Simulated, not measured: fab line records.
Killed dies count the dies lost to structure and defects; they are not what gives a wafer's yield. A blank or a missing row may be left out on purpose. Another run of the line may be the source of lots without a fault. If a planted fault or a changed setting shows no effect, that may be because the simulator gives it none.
Tool commonality check / flow sky130 / 11 lots and 33 wafers in the sample

REASON FOR OPENING
SKY_VIA4_THK_MEAS_01, reading VIA4_HDPCVD_THK: flagged on 2 of 11 lots. Wafers without a fault read 1743 nm, standard deviation 24.
Rule: a lot is flagged in two cases, either no wafer of it has a number, or all its wafers with numbers fall more than 4 standard deviations from that mean. The rest of the lots are taken to be sound.

lot=L781; measured=day 42 21:27; on=film-metro-01; VIA4_HDPCVD_THK (nm), wafer by wafer=1757 1771 1760; flag=
lot=L782; measured=day 43 07:32; on=film-metro-01; VIA4_HDPCVD_THK (nm), wafer by wafer=1728 1742 1755; flag=
lot=L783; measured=day 43 15:47; on=film-metro-02; VIA4_HDPCVD_THK (nm), wafer by wafer=1772 1739 1733; flag=
lot=L784; measured=day 43 17:11; on=film-metro-03; VIA4_HDPCVD_THK (nm), wafer by wafer=1691 1672 1741; flag=
lot=L785; measured=day 43 23:47; on=film-metro-02; VIA4_HDPCVD_THK (nm), wafer by wafer=1725 1793 1720; flag=
lot=L786; measured=day 44 01:41; on=film-metro-03; VIA4_HDPCVD_THK (nm), wafer by wafer=1697 1745 1743; flag=
lot=L787; measured=day 44 04:59; on=film-metro-03; VIA4_HDPCVD_THK (nm), wafer by wafer=1715 1747 1733; flag=
lot=L788; measured=day 44 17:23; on=film-metro-01; VIA4_HDPCVD_THK (nm), wafer by wafer=1726 1734 1790; flag=
lot=L794; measured=day 45 17:10; on=film-metro-03; VIA4_HDPCVD_THK (nm), wafer by wafer=2618 2588 2649; flag=FLAGGED
lot=L796; measured=day 46 02:44; on=film-metro-02; VIA4_HDPCVD_THK (nm), wafer by wafer=2643 2625 2629; flag=FLAGGED
lot=L800; measured=day 47 09:44; on=film-metro-02; VIA4_HDPCVD_THK (nm), wafer by wafer=1764 1744 1748; flag=
The mean of the flagged lots' numbers is 2625 nm, +882 nm from the usual (+37 standard deviations).

TOOL THAT RAN EACH LOT
The record holds 2 process steps before the reading, out of a route of 708 steps. Cell contents, in order: the tool; ch with the chambers the sampled wafers went through; the start.
lot=L781; flag=; SKY_VIA3_STRIP_16=plasma-asher-01 ch 0,1, day 40 18:22; SKY_VIA4_HDPCVD_00=hdpcvd-01 ch 0,1, day 42 21:16
lot=L782; flag=; SKY_VIA3_STRIP_16=plasma-asher-02 ch 0,1, day 41 04:56; SKY_VIA4_HDPCVD_00=hdpcvd-02 ch 1,2, day 43 07:20
lot=L783; flag=; SKY_VIA3_STRIP_16=plasma-asher-01 ch 1, day 41 13:56; SKY_VIA4_HDPCVD_00=hdpcvd-01 ch 0,2, day 43 15:37
lot=L784; flag=; SKY_VIA3_STRIP_16=plasma-asher-01 ch 0,1, day 41 15:26; SKY_VIA4_HDPCVD_00=hdpcvd-02 ch 0,1, day 43 17:00
lot=L785; flag=; SKY_VIA3_STRIP_16=plasma-asher-02 ch 0,1, day 41 22:53; SKY_VIA4_HDPCVD_00=hdpcvd-02 ch 0,1, day 43 23:36
lot=L786; flag=; SKY_VIA3_STRIP_16=plasma-asher-01 ch 0, day 42 00:14; SKY_VIA4_HDPCVD_00=hdpcvd-02 ch 0,2, day 44 01:30
lot=L787; flag=; SKY_VIA3_STRIP_16=plasma-asher-03 ch 0,1, day 42 03:50; SKY_VIA4_HDPCVD_00=hdpcvd-01 ch 1,2, day 44 04:47
lot=L788; flag=; SKY_VIA3_STRIP_16=plasma-asher-01 ch 0,1, day 42 18:11; SKY_VIA4_HDPCVD_00=hdpcvd-01 ch 0,1,2, day 44 17:12
lot=L794; flag=FLAGGED; SKY_VIA3_STRIP_16=plasma-asher-01 ch 0,1, day 43 17:53; SKY_VIA4_HDPCVD_00=hdpcvd-01 ch 0,1, day 45 16:58
lot=L796; flag=FLAGGED; SKY_VIA3_STRIP_16=plasma-asher-02 ch 1, day 44 04:11; SKY_VIA4_HDPCVD_00=hdpcvd-01 ch 0,1,2, day 46 02:34
lot=L800; flag=; SKY_VIA3_STRIP_16=plasma-asher-02 ch 0,1, day 45 12:32; SKY_VIA4_HDPCVD_00=hdpcvd-02 ch 0,1,2, day 47 09:34
What is done by these steps:
- SKY_VIA3_STRIP_16: strips in O2/N2.
- SKY_VIA4_HDPCVD_00: deposits SiO2, target thk 1750 nm, time 291.7 s.
- SKY_VIA4_THK_MEAS_01

FLAGGED AGAINST TOTAL, ONE TOOL AT A TIME (gauges that did the reading follow at the end)
step=SKY_VIA3_STRIP_16; tool=plasma-asher-01; lots run=6; flagged=1; share of the flagged lots=some; sound lots run after its first flagged lot=0
step=SKY_VIA3_STRIP_16; tool=plasma-asher-02; lots run=4; flagged=1; share of the flagged lots=some; sound lots run after its first flagged lot=1 (L800)
step=SKY_VIA3_STRIP_16; tool=plasma-asher-03; lots run=1; flagged=0; share of the flagged lots=none; sound lots run after its first flagged lot=-
step=SKY_VIA4_HDPCVD_00; tool=hdpcvd-01; lots run=6; flagged=2; share of the flagged lots=all; sound lots run after its first flagged lot=0
step=SKY_VIA4_HDPCVD_00; tool=hdpcvd-02; lots run=5; flagged=0; share of the flagged lots=none; sound lots run after its first flagged lot=-
step=SKY_VIA4_THK_MEAS_01; tool=film-metro-01; lots run=3; flagged=0; share of the flagged lots=none; sound lots run after its first flagged lot=-
step=SKY_VIA4_THK_MEAS_01; tool=film-metro-02; lots run=4; flagged=1; share of the flagged lots=some; sound lots run after its first flagged lot=1 (L800)
step=SKY_VIA4_THK_MEAS_01; tool=film-metro-03; lots run=4; flagged=1; share of the flagged lots=some; sound lots run after its first flagged lot=0

THE TABLE: WHAT IT ALLOWS
All flagged lots share 1 row of the table, namely hdpcvd-01 at SKY_VIA4_HDPCVD_00.
- hdpcvd-01 at SKY_VIA4_HDPCVD_00 ran 6 lots, 2 of them flagged. Last sound lot L788 at day 44 17:12, first flagged lot L794 at day 45 16:58; a fault beginning in between fits. Its own readings lie more than 4 standard deviations out on every wafer of the flagged lots: sih4-flow-sccm.
Just one tool remains: hdpcvd-01 at SKY_VIA4_HDPCVD_00.

WHAT WAS PUT IN BY THE SIMULATOR
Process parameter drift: hdpcvd-01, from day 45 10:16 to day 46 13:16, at SKY_VIA4_HDPCVD_00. Setting sih4-flow-sccm, moved by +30, from 60. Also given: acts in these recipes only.
Lots struck among those shown: L794, L796. Same finding as the rule above.
